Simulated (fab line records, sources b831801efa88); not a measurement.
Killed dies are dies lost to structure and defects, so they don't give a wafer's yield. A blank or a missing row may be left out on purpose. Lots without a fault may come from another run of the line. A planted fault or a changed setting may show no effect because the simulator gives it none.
Which tool did it? | flow gf180mcu | 13 lots, 39 wafers sampled, at 3 steps of a route of 602

WHAT THE GAUGES READ, wafer by wafer
GF_V5_THK_MEAS_01.
lot  | measured     | on            | V5_CVD_00_THK (nm)
L429 | day 26 18:34 | film_metro-02 | 303 297 298
L430 | day 26 22:45 | film_metro-03 | 297 300 301
L431 | day 27 03:04 | film_metro-03 | 296 302 302
L432 | day 27 15:12 | film_metro-02 | 301 299 301
L433 | day 27 22:25 | film_metro-02 | 301 307 303
L434 | day 28 03:47 | film_metro-03 | 302 300 300
L435 | day 28 18:23 | film_metro-02 | 299 298 300
L440 | day 30 09:04 | film_metro-02 | 300 302 303
L441 | day 30 10:20 | film_metro-04 | 298 298 297
L445 | day 31 14:35 | film_metro-04 | 296 296 295
L448 | day 32 03:13 | film_metro-03 | 293 299 297
L450 | day 32 19:27 | film_metro-02 | 299 302 299
L451 | day 32 22:16 | film_metro-02 | 296 294 297

GF_TOP_METAL_THK_MEAS_06: measures by xrf.
lot  | measured     | on            | TOP_METAL_ALCU_THK (nm)
L429 | day 27 17:48 | film_metro-04 | 924 911 902
L430 | day 27 21:53 | film_metro-01 | 900 909 894
L431 | day 28 01:22 | film_metro-02 | 909 907 908
L432 | day 28 13:25 | film_metro-01 | 905 911 919
L433 | day 28 20:13 | film_metro-04 | 895 896 902
L434 | day 29 02:18 | film_metro-01 | 932 918 922
L435 | day 29 16:52 | film_metro-02 | 911 931 923
L440 | day 31 05:06 | film_metro-01 | 904 906 903
L441 | day 31 07:10 | film_metro-01 | 911 907 913
L445 | day 32 09:48 | film_metro-02 | 913 922 917
L448 | day 32 21:42 | film_metro-01 | 933 916 925
L450 | day 33 13:43 | film_metro-01 | 914 911 922
L451 | day 33 16:49 | film_metro-02 | 906 907 910

WHICH TOOL RAN EACH LOT (tool, then ch and the chambers of the sampled wafers, then the start)
lot  | GF_MIM_CVD_05
L429 | pecvd-02 ch 0,1, day 25 00:07
L430 | pecvd-01 ch 0,2, day 25 03:49
L431 | pecvd-02 ch 0,1,2, day 25 08:02
L432 | pecvd-04 ch 0,2, day 25 21:01
L433 | pecvd-02 ch 0,1, day 26 03:05
L434 | pecvd-02 ch 0,1, day 26 09:04
L435 | pecvd-02 ch 1,2, day 27 01:58
L440 | pecvd-02 ch 0,1,2, day 28 18:32
L441 | pecvd-02 ch 0,1, day 28 19:26
L445 | pecvd-01 ch 1,2, day 30 00:53
L448 | pecvd-04 ch 0,1, day 30 14:20
L450 | pecvd-02 ch 0,1,2, day 31 08:14
L451 | pecvd-01 ch 0,1,2, day 31 11:24
- GF_MIM_CVD_05: deposits Si3N4, target thk 42 nm, time 27.96 s.

WHAT THE TOOLS THEMSELVES READ (means of the sampled wafers that have a number; where no wafer has one, the mark that the record gives instead)
GF_MIM_CVD_05.
lot  | tool     | heater_power_w (W)
L429 | pecvd-02 | 694
L430 | pecvd-01 | 760
L431 | pecvd-02 | 651
L432 | pecvd-04 | 622
L433 | pecvd-02 | 645
L434 | pecvd-02 | 636
L435 | pecvd-02 | 681
L440 | pecvd-02 | 702
L441 | pecvd-02 | 672
L445 | pecvd-01 | 762
L448 | pecvd-04 | 607
L450 | pecvd-02 | 690
L451 | pecvd-01 | 765

THE ANSWER, worked out from the rows above alone
Rule: what is usual is taken from the lots themselves. Put in order of their means at a reading, lots are off if they are a third of the lots or fewer, leave a main group of 4 or more, and stand apart from it by a gap of 3 or more times the standard deviation of the main group's means; of several such gaps the widest counts. A main group whose means are all the same, to the digits that the tables above print for the reading, isn't used. A lot without any number at a reading at which 4 lots or more have one is off too. The other lots that the step has rows for count as sound. The gauges are gone through in route order, then the tools' own readings, and for those a lot's mean is taken as printed above. The first step at which some lot is off is used, and at that step the reading that is off furthest; a lot without a number counts as furthest.
No lot is off at any reading shown: from this, nothing can be told.

WHAT THE SIMULATOR HAD PUT IN
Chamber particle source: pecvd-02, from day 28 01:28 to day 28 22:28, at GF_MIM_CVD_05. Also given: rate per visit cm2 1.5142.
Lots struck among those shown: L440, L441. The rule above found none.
